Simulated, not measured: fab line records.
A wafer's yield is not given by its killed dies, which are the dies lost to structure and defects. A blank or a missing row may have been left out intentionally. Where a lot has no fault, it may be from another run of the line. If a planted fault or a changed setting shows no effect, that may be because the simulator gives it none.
Chamber matching | flow sky130 | SKY_FIELD_ISO_CMP_27 on cmp-02: 4 sister chambers
The step polishes, stops on Si3N4, t overpolish 16 s, target thk 457.8 nm. 7 wafers are shown with their chamber, then 7 later ones without.

WAFERS WITH THEIR CHAMBER
wafer  | chamber | motor current A (A) | time to endpoint s (s)
L625.4 | 2       | 12.7                | 115
L627.1 | 2       | 12.4                | 106
L627.4 | 3       | 12.0                | 107
L629.1 | 1       | 13.7                | 115
L629.6 | 0       | 10.9                | 113
L630.1 | 1       | 13.5                | 109
L630.3 | 0       | 10.5                | 110

WAFERS MISSING THEIR CHAMBER
wafer  | motor current A (A) | time to endpoint s (s)
L630.5 | 12.1                | 116
L631.1 | 11.0                | 105
L631.5 | 12.2                | 112
L631.6 | 12.4                | 112
L638.1 | 10.6                | 113
L638.2 | 13.7                | 116
L638.4 | 13.4                | 118

THE CHAMBER EACH PASSED THROUGH
wafer  | from the rows above     | in truth
L630.5 | can't be placed: 3 or 2 | 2
L631.1 | 0                       | 0
L631.5 | can't be placed: 3 or 2 | 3
L631.6 | can't be placed: 2 or 3 | 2
L638.1 | 0                       | 0
L638.2 | 1                       | 1
L638.4 | 1                       | 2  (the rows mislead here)
Correct placement for 3 of the 7. Not placeable from these rows: 3 (in 3, the candidates include the true chamber). Wrongly placed: 1.
How it was worked out, from the rows above alone: a wafer's distance from a chamber is the root of the sum, over the readings, of the square of ((its reading less the chamber's mean) divided by the reading's scatter). The wafer belongs to the nearest chamber; if the next one is less than 2 further off, it can't be placed. For every chamber, the mean is computed from those of its wafers that are shown. How the scatter is found: for the shown wafers, subtract from each reading the mean of its chamber, square and add these, divide the total by (wafers less chambers), then take the root.
